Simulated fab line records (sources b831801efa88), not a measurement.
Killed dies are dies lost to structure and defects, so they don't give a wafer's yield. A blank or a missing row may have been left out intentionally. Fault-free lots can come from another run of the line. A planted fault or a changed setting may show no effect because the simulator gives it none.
Matching of chambers	flow gf180mcu	4 sister chambers for GF_V2_CMP_26 on cmp-01
The step polishes, stops on SiO2, t overpolish 15 s, target thk 0 nm. 4 wafers are shown with their chamber, then 12 later ones without.

WAFERS WITH THEIR CHAMBER
wafer	chamber	motorCurrentA (A)
L090.3	2	11.3
L091.2	3	12.5
L091.3	1	11.4
L091.5	0	12.0

WAFERS WHOSE CHAMBER IS MISSING
wafer	motorCurrentA (A)
L093.2	11.3
L093.3	12.1
L093.4	12.0
L094.2	12.1
L094.3	11.4
L094.6	11.7
L095.1	11.5
L095.2	11.3
L095.5	12.2
L096.2	11.1
L096.3	12.1
L096.4	12.3

EACH ONE'S CHAMBER
wafer	from the rows above	in truth
L093.2	can't be placed: 2 or 1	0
L093.3	0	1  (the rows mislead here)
L093.4	0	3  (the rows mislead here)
L094.2	0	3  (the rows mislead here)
L094.3	can't be placed: 1 or 2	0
L094.6	can't be placed: 1 or 0 or 2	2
L095.1	can't be placed: 1 or 2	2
L095.2	can't be placed: 2 or 1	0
L095.5	can't be placed: 0 or 3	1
L096.2	can't be placed: 2 or 1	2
L096.3	0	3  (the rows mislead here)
L096.4	can't be placed: 3 or 0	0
Correctly placed: 0 of 12. These rows do not allow placing 8 (true chamber among the candidates in 4). Number placed wrongly: 4.
How it was worked out, from the rows above alone: a wafer's distance from a chamber is the root of the sum, over the readings, of the square of ((its reading less the chamber's mean) divided by the reading's scatter). The wafer belongs to the nearest chamber; if the next one is less than 2 further off, it can't be placed. Each chamber's mean is taken over the wafers shown for it. The scatter: root of mean squared gap, hidden wafer to nearest shown wafer, with one shown wafer a chamber.
